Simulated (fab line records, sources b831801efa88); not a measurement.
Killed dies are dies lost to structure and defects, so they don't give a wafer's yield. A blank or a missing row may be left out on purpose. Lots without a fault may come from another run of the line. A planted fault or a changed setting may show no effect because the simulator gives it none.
Chamber matching | flow sky130 | SKY_CONTACT_CMP_27 on cmp-02: 4 sister chambers
The step polishes, stops on SiO2, t overpolish 15 s, target thk 0 nm. 16 wafers are shown with their chamber, then 8 later ones without.

WAFERS WITH THEIR CHAMBER
wafer  | chamber | motor_current_A (A) | time_to_endpoint_s (s) | overpolish_run_s (s)
L206.1 | 2       | 11.7                | 83                     | 15.001
L206.2 | 3       | 11.5                | 86                     | 15.001
L206.4 | 1       | 9.2                 | 83                     | 14.992
L208.1 | 3       | 11.2                | 87                     | 15.002
L208.2 | 0       | 11.7                | 83                     | 15.001
L208.6 | 2       | 13.1                | 84                     | 14.994
L212.3 | 0       | 12.5                | 83                     | 14.990
L212.4 | 3       | 11.0                | 84                     | 15.017
L212.5 | 3       | 11.3                | 85                     | 14.988
L216.2 | 1       | 9.0                 | 80                     | 14.998
L216.5 | 2       | 12.2                | 79                     | 15.006
L216.6 | 3       | 11.8                | 80                     | 15.003
L223.2 | 0       | 11.9                | 85                     | 14.981
L223.3 | 1       | 9.1                 | 82                     | 14.994
L223.5 | 3       | 10.9                | 87                     | 15.003
L226.2 | 0       | 11.9                | 87                     | 15.004

SIGNATURES (means of the wafers above)
reading            | chamber 0 | chamber 1 | chamber 2 | chamber 3 | scatter within a chamber
motor_current_A    | 12.000    | 9.100     | 12.333    | 11.283    | 0.402
time_to_endpoint_s | 84.50     | 81.67     | 82.00     | 84.83     | 2.32
overpolish_run_s   | 14.99400  | 14.99467  | 15.00033  | 15.00233  | 0.00841
Rule: a wafer's distance from a chamber is the root of the sum, over the readings, of the square of ((its reading less the chamber's mean) divided by the reading's scatter). The wafer belongs to the nearest chamber; if the next one is less than 2 further off, it can't be placed. The scatter: the root of (the sum of the squares of (reading less its chamber's mean) over the shown wafers, divided by (wafers less chambers)).

WAFERS WITHOUT THEIR CHAMBER
wafer  | motor_current_A (A) | time_to_endpoint_s (s) | overpolish_run_s (s)
L226.3 | 9.2                 | 86                     | 15.019
L226.5 | 12.7                | 79                     | 15.011
L225.3 | 13.0                | 87                     | 15.007
L225.4 | 12.1                | 82                     | 15.016
L225.6 | 11.7                | 84                     | 14.986
L228.4 | 11.1                | 86                     | 14.991
L228.5 | 9.0                 | 80                     | 14.987
L228.6 | 12.6                | 82                     | 14.991

WHICH CHAMBER EACH WENT THROUGH
wafer  | from the rows above          | in truth
L226.3 | 1                            | 1
L226.5 | can't be placed: 2 or 0      | 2
L225.3 | can't be placed: 2 or 0 or 3 | 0
L225.4 | can't be placed: 2 or 0 or 3 | 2
L225.6 | can't be placed: 0 or 3 or 2 | 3
L228.4 | can't be placed: 3 or 0      | 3
L228.5 | 1                            | 1
L228.6 | can't be placed: 2 or 0      | 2
Placed correctly: 2 of 8. Can't be placed from these rows: 6 (the true chamber is among the candidates in 6). Placed wrongly: 0.
